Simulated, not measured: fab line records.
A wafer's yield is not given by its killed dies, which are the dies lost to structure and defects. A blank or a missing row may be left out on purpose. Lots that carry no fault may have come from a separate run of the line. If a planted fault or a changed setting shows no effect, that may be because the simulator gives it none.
Comparing a struck lot with a sound one    flow gf180mcu    15 steps out of a route of 602
Sound: wafers L240.3, L240.4, L240.5. The struck wafers were L237.2, L237.4, L237.6. The cause is named last.
Order at every step that has rows: each side's tool, ch and its chambers, its first start. Under that, the readings that differ: sound wafers    struck wafers    difference of the means    sigmas: that difference in standard deviations of wafers without a fault.
alike: readings whose means differ by less than 2 such deviations, and words and numbers that are the same on both sides. not compared: withheld readings, readings that some wafer has no value for, bounds like >300 that may hide the same value, and numbers for which the record gives no deviation and whose values overlap.
Wherever a step has rows on one side only, a row that says differs or no value, or a row with sigmas, the two part there. Numbers that have no deviation but don't overlap get no sigmas and don't part them. Lack of a reading on every wafer of one side parts them only where that side has two or more wafers.

first, 6 steps without rows for these wafers: GF_M4_HMDS_08 (prime time 60 s); GF_M4_COAT_09 (resist thk 1000 nm); GF_M4_SOFTBAKE_10 (time 60 s); GF_M4_EXPOSE_11 (exposes mask Metal4, target cd 280 nm); GF_M4_PEB_12 (peb time 90 s); GF_M4_DEVELOP_13 (develop time 60 s).
GF_M4_CD_MEAS_14 targets a cd of 280 nm.
  sound on cd_sem-02, day 27 09:04; struck on cd_sem-01, day 26 13:48
  alike: cd_nm
GF_M4_OVL_MEAS_15:
  sound on overlay-02, day 27 09:10; struck on overlay-02, day 26 13:55
  alike: M4_OVL
GF_M4_METAL_ETCH_16: etches the open film in Cl2/BCl3, stops on SiO2, target depth 750.8 nm, time 125.1 s.
  sound on rie_metal-02 ch 0,1, day 27 09:14; struck on rie_metal-02 ch 0,1, day 26 13:56
  alike: bcl3_flow_sccm, drypump_motor_current_A, oes_product_au, throttle_valve_pct
  not compared: rf_hours_counter_h
GF_M4_STRIP_17: strips in O2/N2.
  sound on plasma_asher-01 ch 0,1, day 27 09:21; struck on plasma_asher-03 ch 1, day 26 14:04
  alike: drypump_motor_current_A, heater_power_w, oes_product_au, strip_time_to_endpoint_s
  not compared: rf_hours_counter_h
then, 2 steps without rows for these wafers: GF_M4_STRIP_18 (strips in post etch residue remover, time 1200 s); GF_M4_CLEAN_19 (cleans in DIW).
GF_V4_CVD_00: deposits SiO2, target thk 600 nm, time 100 s.
  sound on hdpcvd-01 ch 1,2, day 27 09:51; struck on hdpcvd-02 ch 0,1,2, day 26 14:52
GF_V4_THK_MEAS_01:
  sound on film_metro-01, day 27 09:57; struck on film_metro-01, day 26 15:23
reading             sound        struck          difference  sigmas
V4_CVD_00_THK (nm)  597 596 598  1224 1210 1198  +614        +89
GF_PASSIVATION_PROBE_99:
  rows exist in the record for the sound wafers here (prober-01, day 32 11:07), none for the struck ones

## WHERE THEY PART
At GF_V4_THK_MEAS_01 first; at GF_PASSIVATION_PROBE_99 last (within this record only).

WHY: the cause the simulator had injected
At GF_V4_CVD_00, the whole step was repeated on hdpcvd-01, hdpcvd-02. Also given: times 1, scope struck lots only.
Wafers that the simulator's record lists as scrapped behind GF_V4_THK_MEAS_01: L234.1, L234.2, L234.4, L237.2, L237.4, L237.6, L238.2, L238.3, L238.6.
